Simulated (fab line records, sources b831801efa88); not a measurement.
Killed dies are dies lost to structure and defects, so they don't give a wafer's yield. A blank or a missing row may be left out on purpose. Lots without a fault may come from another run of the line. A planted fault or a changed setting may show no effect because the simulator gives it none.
Which tool did it? | flow gf180mcu | 11 lots, 33 wafers sampled, at 1 step of a route of 602

WHAT THE GAUGES READ, wafer by wafer
GF_M4_OVL_MEAS_15.
lot  | measured     | on         | M4_OVL (nm)
L810 | day 23 05:46 | overlay-02 | -5 3 6
L813 | day 24 03:51 | overlay-01 | 6 2 7
L814 | day 24 21:15 | overlay-01 | -4 -6 -6
L815 | day 25 02:34 | overlay-01 | -4 -3 -1
L817 | day 26 05:18 | overlay-01 | 3 6 4
L818 | day 26 07:27 | overlay-02 | -2 0 5
L819 | day 26 16:34 | overlay-01 | 3 1 0
L827 | day 28 19:30 | overlay-01 | -4 -1 -4
L828 | day 29 00:10 | overlay-01 | -9 -9 -4
L829 | day 29 11:53 | overlay-01 | 4 2 0
L830 | day 29 18:17 | overlay-01 | 3 0 1

WHICH TOOL RAN EACH LOT (tool, then ch and the chambers of the sampled wafers, then the start)
The record holds no process step before these readings.

THE ANSWER, worked out from the rows above alone
Rule: what is usual is taken from the lots themselves. Put in order of their means at a reading, lots are off if they are a third of the lots or fewer, leave a main group of 4 or more, and stand apart from it by a gap of 3 or more times the standard deviation of the main group's means; of several such gaps the widest counts. A main group whose means are all the same, to the digits that the tables above print for the reading, isn't used. A lot without any number at a reading at which 4 lots or more have one is off too. The other lots that the step has rows for count as sound.
No lot is off at any reading shown: from this, nothing can be told.

WHAT THE SIMULATOR HAD PUT IN
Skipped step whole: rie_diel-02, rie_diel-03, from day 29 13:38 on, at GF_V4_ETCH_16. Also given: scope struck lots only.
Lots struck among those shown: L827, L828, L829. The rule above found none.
